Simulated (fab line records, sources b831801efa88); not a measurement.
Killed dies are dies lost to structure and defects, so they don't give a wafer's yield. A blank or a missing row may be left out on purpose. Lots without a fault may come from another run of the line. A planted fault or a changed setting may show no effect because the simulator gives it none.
Problem report in the 8D (eight disciplines) form, filled by code | flow sky130 | the parts of the form that need people (team, actions taken, sign-off) are left out

1. THE PROBLEM
VIA1_HDPCVD_THK at SKY_VIA1_THK_MEAS_01 reads a mean of 1221 nm on 4 wafers of 2 lots; wafers without a fault read 1030 nm with a standard deviation of 10. That is +19 standard deviations from the usual mean.
First seen on wafer L669.3, day 35 07:50, on film_metro-01. The record holds 36 wafers of 12 lots with a number at this step. Rule for "out", or "out of limits": more than 4 standard deviations from the usual mean. The other wafers with a number count as sound.

2. WHAT IT IS AND WHAT IT IS NOT
question                    | is                             | is not
which readings at this step | VIA1_HDPCVD_THK                | -
which lots                  | L669, L673                     | L664, L665, L666, L668, L675, L680, L682, L684, L686, L687
which wafers of those lots  | L669.3, L669.5, L673.2, L673.5 | L669.1, L673.4
read on which gauges        | film_metro-01, film_metro-04   | film_metro-02
when                        | from day 35 07:50              | up to then (13 sound wafers); but 19 sound wafers of L673, L675, L680, L682, L684, L686, L687 came after

3. SUSPECTS, AND WHAT RULES EACH OUT
Counting: a tool at a process step up to the reading stays a suspect if it ran every lot that is out. Sound lots after the first of them don't rule it out here, since some wafers of a struck lot are sound.
- the gauge at SKY_VIA1_THK_MEAS_01: ruled out. The wafers that are out were read on 2 gauges (film_metro-01, film_metro-04).
- hdpcvd-01 at SKY_VIA1_HDPCVD_00 (deposits SiO2, target thk 1030 nm, time 171.7 s): kept. It ran every lot that is out, first L669 (day 35 07:44); its last sound lot up to then is L668 (day 33 18:23). Its own readings are out on those wafers: sih4_flow_sccm.
- Within hdpcvd-01 at SKY_VIA1_HDPCVD_00: the wafers that are out ran in chamber 2; their sound lot-mates ran in chamber 0.
Left after counting: hdpcvd-01 at SKY_VIA1_HDPCVD_00.

4. THE CAUSE (what the simulator had put in)
Process parameter drift: hdpcvd-01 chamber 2, from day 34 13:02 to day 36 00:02, at SKY_VIA1_HDPCVD_00. Setting sih4_flow_sccm, moved by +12, from 60. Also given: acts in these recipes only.
Counting left only this tool.

5. THE CHAIN OF EFFECTS, in route order
Each row: a reading whose mean over the struck wafers that have a number lies more than 3 standard deviations from the usual. Only readings for which the record gives a usual standard deviation are gone through. hours: the time from each lot's start at the first step in this table that gives one to its start at this step, as a median over the lots. sigmas: the change in usual standard deviations.
hours | step                 | reading         | usual      | on struck wafers | change | sigmas
0     | SKY_VIA1_HDPCVD_00   | sih4_flow_sccm  | 60.03 sccm | 72.06            | +12.03 | +67
0     | SKY_VIA1_THK_MEAS_01 | VIA1_HDPCVD_THK | 1030 nm    | 1221             | +191   | +19
The process steps in it:
- SKY_VIA1_HDPCVD_00: deposits SiO2, target thk 1030 nm, time 171.7 s.

6. WHAT WOULD HAVE CAUGHT IT SOONER
In this record the first reading out of limits at a measuring or inspecting step was taken at day 35 07:50, 19 hours after the fault began at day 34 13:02.
The tool's own readings at SKY_VIA1_HDPCVD_00 were out on every struck wafer that the step has a row for (sih4_flow_sccm): an alarm limit on them would have fired on the first of those.
Of the lots that are out (2), L673 began SKY_VIA1_HDPCVD_00 on hdpcvd-01 after day 35 07:50. A hold on the tool at that time would have spared it.
